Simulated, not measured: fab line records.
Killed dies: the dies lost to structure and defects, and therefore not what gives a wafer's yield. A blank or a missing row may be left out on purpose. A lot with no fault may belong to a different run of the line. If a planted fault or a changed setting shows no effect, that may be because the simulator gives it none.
Matching of chambers + flow gf180mcu + 4 sister chambers for GF_V5_CMP_04 on cmp-02
The step polishes SiO2. 4 wafers are shown with their chamber, then 7 later ones without.

## WAFERS, EACH WITH ITS CHAMBER
| wafer  | chamber | motorCurrentA (A) |
|--------|---------|-------------------|
| L634.4 | 3       | 10.6              |
| L634.5 | 2       | 11.7              |
| L636.2 | 0       | 12.2              |
| L636.3 | 1       | 10.8              |

## WAFERS WITHOUT THEIR CHAMBER
| wafer  | motorCurrentA (A) |
|--------|-------------------|
| L636.6 | 12.0              |
| L638.3 | 10.9              |
| L638.4 | 9.7               |
| L638.5 | 12.0              |
| L644.1 | 10.7              |
| L644.3 | 12.6              |
| L644.5 | 11.5              |

## EACH ONE'S CHAMBER
| wafer  | from the rows above               | in truth |
|--------|-----------------------------------|----------|
| L636.6 | can't be placed: 0 or 2           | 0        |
| L638.3 | can't be placed: 1 or 3 or 2      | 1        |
| L638.4 | can't be placed: 3 or 1           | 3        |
| L638.5 | can't be placed: 0 or 2           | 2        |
| L644.1 | can't be placed: 3 or 1           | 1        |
| L644.3 | can't be placed: 0 or 2           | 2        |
| L644.5 | can't be placed: 2 or 0 or 1 or 3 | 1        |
Correct placement for 0 of the 7. Not placeable from these rows: 7 (in 7, the candidates include the true chamber). 0 placed wrongly.
How it was worked out, from the rows above alone: a wafer's distance from a chamber is the root of the sum, over the readings, of the square of ((its reading less the chamber's mean) divided by the reading's scatter). If the next closest chamber is less than 2 further off than the closest, the wafer can't be placed; otherwise it belongs to the closest. Each chamber's mean is taken over the wafers shown for it. The scatter: with one shown wafer a chamber, the root of the mean of the squares of how far each hidden wafer lies from its nearest shown one.
